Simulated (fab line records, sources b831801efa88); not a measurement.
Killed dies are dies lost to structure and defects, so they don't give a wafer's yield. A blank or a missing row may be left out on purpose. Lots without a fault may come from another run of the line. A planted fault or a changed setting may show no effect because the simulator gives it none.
A struck lot beside a sound one | flow gf180mcu | 15 steps out of a route of 602
Sound: wafers L827.3, L827.4, L827.5. Struck: wafers L829.1, L829.4, L829.5. The cause comes at the end.
At each step with rows: each side's tool, then ch and its chambers, then its first start. Under that, the readings that differ: sound wafers | struck wafers | difference of the means | sigmas: that difference in standard deviations of wafers without a fault.
alike: readings whose means differ by less than 2 such deviations, and words and numbers that are the same on both sides. not compared: withheld readings, readings that some wafer has no value for, bounds like >300 that may hide the same value, and numbers for which the record gives no deviation and whose values overlap.
The two part at a step that has a row with sigmas, a row that says differs or no value, or rows on one side only. Numbers that don't overlap but have no deviation are shown without sigmas and don't part them. A reading that every wafer of one side lacks parts them only if that side has two wafers or more.

first, 5 steps without rows for these wafers: GF_V3_STRIP_18 (strips in O2/N2); GF_V3_STRIP_19 (strips in post etch residue remover, time 1200 s); GF_V3_CLEAN_20 (cleans in DIW); GF_V3_SPUTTER_21 (material Ti, target thk 15 nm, time 80.02 s); GF_V3_SPUTTER_22 (material TiN, target thk 10 nm, time 40 s).
GF_V3_CVD_23: deposits W, target thk 350 nm, time 104.9 s.
  sound on cvd_w-02 ch 0,1, day 25 20:04; struck on cvd_w-02 ch 0,1, day 26 18:56
  alike: heater_power_w
GF_V3_RS_MEAS_24: measures by four-point-probe.
  sound on film_metro-01, day 25 20:11; struck on film_metro-04, day 26 19:03
  alike: V3_W_RS
GF_V3_THK_MEAS_25: measures by xrf.
  sound on film_metro-01, day 25 20:17; struck on film_metro-04, day 26 19:10
  alike: V3_W_THK
GF_V3_CMP_26: polishes, stops on SiO2, t overpolish 15 s, target thk 0 nm.
  sound on cmp-01 ch 1,2, day 25 20:22; struck on cmp-01 ch 2,3, day 26 19:14
  reading              | sound                | struck               | difference | sigmas
  overpolish_run_s (s) | 15.000 14.992 14.992 | 15.004 15.003 15.033 | +0.019     | +2
  alike: motor_current_A, platen_rpm, time_to_endpoint_s
GF_M4_SPUTTER_00: material Ti, target thk 37.5 nm, time 145 s.
  sound on pvd_sputter-03, day 25 20:37; struck on pvd_sputter-01, day 26 19:32
  alike: throttle_valve_pct
GF_M4_SPUTTER_01: material TiN, target thk 30 nm, time 25 s.
  sound on pvd_sputter-03, day 25 20:43; struck on pvd_sputter-01, day 26 19:38
  alike: throttle_valve_pct
then, 1 step without rows for these wafers: GF_M4_SPUTTER_02 (material AlCu, target thk 450 nm, time 23.9 s).
GF_M4_SPUTTER_03: material Ti, target thk 10 nm, time 6.7 s.
  sound on pvd_sputter-03, day 25 20:47; struck on pvd_sputter-01, day 26 19:43
  reading                               | sound             | struck            | difference | sigmas
  model.Ti_of_M4_SPUTTER_03.thk_nm (nm) | 9.681 9.936 9.727 | 14.19 14.16 14.21 | +4.41      |
  alike: throttle_valve_pct
GF_M4_SPUTTER_04: material TiN, target thk 50 nm, time 41.7 s.
  sound on pvd_sputter-03, day 25 20:48; struck on pvd_sputter-01, day 26 19:44
  alike: throttle_valve_pct
GF_PASSIVATION_PROBE_99:
  the record has rows for the sound wafers here (prober-02, day 31 20:30) and none for the struck ones

WHERE THEY PART
First at GF_V3_CMP_26; last, within this record, at GF_PASSIVATION_PROBE_99.

WHY: what the simulator had put in
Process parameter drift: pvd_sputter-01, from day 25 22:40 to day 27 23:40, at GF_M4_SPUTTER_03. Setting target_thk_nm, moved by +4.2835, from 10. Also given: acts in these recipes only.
